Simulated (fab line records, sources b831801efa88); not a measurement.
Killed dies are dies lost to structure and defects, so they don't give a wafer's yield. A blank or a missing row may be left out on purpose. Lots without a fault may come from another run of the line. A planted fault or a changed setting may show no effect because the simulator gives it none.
Which tool did it? | flow sky130 | 12 lots, 36 wafers sampled, at 5 steps of a route of 708

WHAT THE GAUGES READ, wafer by wafer
SKY_VT_ADJUST_NCORE_OVL_MEAS_08. Usual: VT_ADJUST_NCORE_OVL 0.0 nm, standard deviation 1.8.
lot  | measured     | on         | VT_ADJUST_NCORE_OVL (nm) | flag
L878 | day 8 13:58  | overlay-01 | -0.4 -1.7 -2.2           |
L881 | day 9 15:42  | overlay-02 | 2.8 1.0 1.6              |
L883 | day 10 03:15 | overlay-02 | -1.7 0.6 -2.8            |
L884 | day 10 09:52 | overlay-01 | 1.1 0.3 0.6              |
L885 | day 10 16:47 | overlay-01 | 0.2 -1.6 0.2             |
L892 | day 12 21:37 | overlay-02 | 1.0 0.7 1.3              |
L895 | day 13 17:42 | overlay-01 | 1.0 0.6 0.7              |
L894 | day 13 18:36 | overlay-02 | 2.0 2.2 1.5              |
L897 | day 14 06:15 | overlay-02 | 3.2 2.1 3.0              |
L899 | day 14 13:10 | overlay-02 | -1.0 -0.1 -2.3           |
L900 | day 14 22:00 | overlay-01 | -2.2 -1.7 -2.2           |
L901 | day 15 07:58 | overlay-01 | -3.5 -4.8 -4.7           |

SKY_VT_ADJUST_HVTR_CD_MEAS_07: target cd 380 nm. Usual: cd_nm 380.0 nm, standard deviation 2.9.
lot  | measured     | on        | cd_nm (nm)        | flag
L878 | day 9 10:44  | cd_sem-01 | 374.3 377.2 376.4 |
L881 | day 10 14:40 | cd_sem-01 | 379.9 380.5 379.9 |
L883 | day 11 02:02 | cd_sem-01 | 379.6 380.3 381.5 |
L884 | day 11 07:58 | cd_sem-01 | 382.7 378.8 381.8 |
L885 | day 11 15:55 | cd_sem-01 | 376.6 377.4 375.5 |
L892 | day 13 22:48 | cd_sem-01 | 378.4 376.0 378.6 |
L895 | day 14 19:27 | cd_sem-01 | 379.3 381.5 382.0 |
L894 | day 14 19:43 | cd_sem-02 | 376.8 377.0 378.6 |
L897 | day 15 08:04 | cd_sem-02 | 380.4 382.2 381.5 |
L899 | day 15 15:41 | cd_sem-02 | 377.4 376.3 379.1 |
L900 | day 16 00:37 | cd_sem-02 | 376.5 379.9 379.7 |
L901 | day 16 11:59 | cd_sem-02 | 375.2 376.1 375.9 |

SKY_SONOS_ONO_THK_MEAS_05. Usual: SONOS_ONO_CVD_04_THK 5.70 nm, standard deviation 0.11.
lot  | measured     | on            | SONOS_ONO_CVD_04_THK (nm) | flag
L878 | day 11 12:43 | film_metro-04 | 5.60 5.69 5.66            |
L881 | day 12 21:14 | film_metro-03 | 5.73 5.58 5.74            |
L883 | day 13 08:31 | film_metro-04 | 8.39 8.40 8.42            | OFF
L884 | day 13 13:16 | film_metro-04 | 8.61 8.62 8.62            | OFF
L885 | day 13 23:56 | film_metro-02 | 8.64 8.45 8.52            | OFF
L892 | day 16 09:42 | film_metro-04 | 5.57 5.58 5.50            |
L895 | day 17 09:16 | film_metro-03 | 5.77 5.94 5.92            |
L894 | day 17 09:15 | film_metro-02 | 5.86 5.78 5.77            |
L897 | day 17 23:48 | film_metro-04 | 5.78 5.65 5.79            |
L899 | day 18 04:56 | film_metro-04 | 5.66 5.56 5.63            |
L900 | day 18 15:11 | film_metro-03 | 5.80 5.73 5.76            |
L901 | day 19 07:21 | film_metro-02 | 5.68 5.72 5.76            |

SKY_POLY_GATE_THK_MEAS_01. Usual: POLY_GATE_CVD_00_THK 180.2 nm, standard deviation 1.7.
lot  | measured     | on            | POLY_GATE_CVD_00_THK (nm) | flag
L878 | day 13 21:22 | film_metro-03 | 181.5 181.7 181.4         |
L881 | day 15 07:04 | film_metro-04 | 177.4 178.7 177.7         |
L883 | day 15 21:44 | film_metro-03 | 182.7 182.5 181.9         |
L884 | day 16 03:47 | film_metro-04 | 180.2 180.4 180.7         |
L885 | day 16 10:53 | film_metro-03 | 178.9 178.5 180.3         |
L892 | day 19 03:28 | film_metro-01 | 180.6 179.9 180.0         |
L895 | day 20 02:40 | film_metro-04 | 178.8 179.7 179.4         |
L894 | day 20 04:13 | film_metro-01 | 179.9 179.6 178.9         |
L897 | day 20 18:53 | film_metro-03 | 179.1 179.8 181.7         |
L899 | day 20 22:49 | film_metro-04 | 183.4 182.5 183.3         |
L900 | day 21 09:41 | film_metro-01 | 177.6 179.6 177.7         |
L901 | day 22 03:12 | film_metro-03 | 179.5 178.4 180.0         |

WHICH TOOL RAN EACH LOT (tool, then ch and the chambers of the sampled wafers, then the start)
lot  | SKY_SONOS_ONO_CVD_04
L878 | lpcvd-03 ch 0, day 11 11:27
L881 | lpcvd-03 ch 0, day 12 19:59
L883 | lpcvd-03 ch 1, day 13 07:16
L884 | lpcvd-03 ch 0, day 13 12:00
L885 | lpcvd-03 ch 0, day 13 22:41
L892 | lpcvd-03 ch 0, day 16 08:26
L895 | lpcvd-03 ch 0, day 17 08:00
L894 | lpcvd-03 ch 0, day 17 08:00
L897 | lpcvd-03 ch 1, day 17 22:33
L899 | lpcvd-03 ch 0, day 18 03:40
L900 | lpcvd-03 ch 1, day 18 13:55
L901 | lpcvd-03 ch 0, day 19 06:05
- SKY_SONOS_ONO_CVD_04: deposits SiO2 from SiH4/N2O, target thk 5.7199 nm.

WHAT THE TOOLS THEMSELVES READ (means of the sampled wafers that have a number; where no wafer has one, the mark that the record gives instead)
SKY_SONOS_ONO_CVD_04. Usual: spike_tc_bottom_C 917.0 C, standard deviation 2.1; spike_tc_centre_C 899.2 C, standard deviation 1.4; spike_tc_lower_C 901.3 C, standard deviation 0.94; spike_tc_top_C 913 C, standard deviation 3.7; spike_tc_upper_C 900.7 C, standard deviation 1.4; susceptor_temp_C 900.0 C, standard deviation 0.36; zone_power_bottom_pct 28.1 %, standard deviation 1.1; zone_power_lower_pct 17.83 %, standard deviation 0.19; zone_power_top_pct 33.1 %, standard deviation 1.1; zone_power_upper_pct 18.6 %, standard deviation 0.32.
lot  | tool     | spike_tc_bottom_C (C) | spike_tc_centre_C (C) | spike_tc_lower_C (C) | spike_tc_top_C (C) | spike_tc_upper_C (C) | susceptor_temp_C (C) | zone_power_bottom_pct (%) | zone_power_lower_pct (%) | zone_power_top_pct (%) | zone_power_upper_pct (%) | flag
L878 | lpcvd-03 | 915.7                 | 899.2                 | 901.0                | 911                | 901.3                | 900.1                | 28.9                      | 17.99                    | 32.2                   | 18.4                     |
L881 | lpcvd-03 | 915.2                 | 898.6                 | 902.0                | 910                | 901.0                | 900.0                | 29.0                      | 17.71                    | 32.3                   | 18.5                     |
L883 | lpcvd-03 | 945.3                 | 926.3                 | 926.8                | 943                | 926.3                | 925.9                | 28.4                      | 19.15                    | 36.1                   | 20.1                     | OFF
L884 | lpcvd-03 | 941.2                 | 924.0                 | 927.0                | 935                | 927.9                | 925.9                | 31.1                      | 18.87                    | 33.8                   | 19.9                     | OFF
L885 | lpcvd-03 | 941.0                 | 925.3                 | 926.9                | 935                | 927.1                | 925.8                | 30.6                      | 19.14                    | 34.0                   | 19.7                     | OFF
L892 | lpcvd-03 | 915.9                 | 898.5                 | 901.3                | 910                | 901.3                | 899.4                | 28.7                      | 17.83                    | 32.2                   | 18.5                     |
L895 | lpcvd-03 | 915.9                 | 897.8                 | 901.7                | 910                | 901.5                | 899.9                | 29.1                      | 17.71                    | 32.1                   | 18.4                     |
L894 | lpcvd-03 | 915.0                 | 898.2                 | 901.2                | 910                | 900.4                | 899.9                | 28.9                      | 17.67                    | 32.6                   | 18.3                     |
L897 | lpcvd-03 | 920.5                 | 899.2                 | 900.3                | 917                | 899.3                | 900.5                | 26.8                      | 17.82                    | 34.6                   | 19.0                     |
L899 | lpcvd-03 | 915.9                 | 897.1                 | 901.3                | 910                | 900.8                | 899.8                | 28.9                      | 17.78                    | 32.5                   | 18.5                     |
L900 | lpcvd-03 | 919.9                 | 900.6                 | 900.5                | 917                | 900.3                | 899.9                | 26.6                      | 18.01                    | 34.5                   | 19.1                     |
L901 | lpcvd-03 | 914.4                 | 898.3                 | 901.5                | 911                | 901.3                | 900.4                | 29.1                      | 17.86                    | 32.2                   | 18.3                     |

THE ANSWER, worked out from the rows above alone
Rule: a lot is off if the mean of its wafers that have a number lies more than 3 standard deviations from the usual mean. A lot without any number at a reading at which 4 lots or more have one is off too. The other lots that the step has rows for count as sound. The gauges are gone through in route order, then the tools' own readings, and for those a lot's mean is taken as printed above. The first step at which some lot is off is used, and at that step the reading that is off furthest; a lot without a number counts as furthest.
Off: L883, L884, L885, at SKY_SONOS_ONO_THK_MEAS_05 (SONOS_ONO_CVD_04_THK).
A tool fits if, at a process step before that reading, it ran every lot that is off, and no sound lot after the first of them. The gauges at SKY_SONOS_ONO_THK_MEAS_05 aren't tried: what is off there is off at SKY_SONOS_ONO_CVD_04 too, on other tools, and a gauge's error can't cause that. None of those tried fits.

WHAT THE SIMULATOR HAD PUT IN
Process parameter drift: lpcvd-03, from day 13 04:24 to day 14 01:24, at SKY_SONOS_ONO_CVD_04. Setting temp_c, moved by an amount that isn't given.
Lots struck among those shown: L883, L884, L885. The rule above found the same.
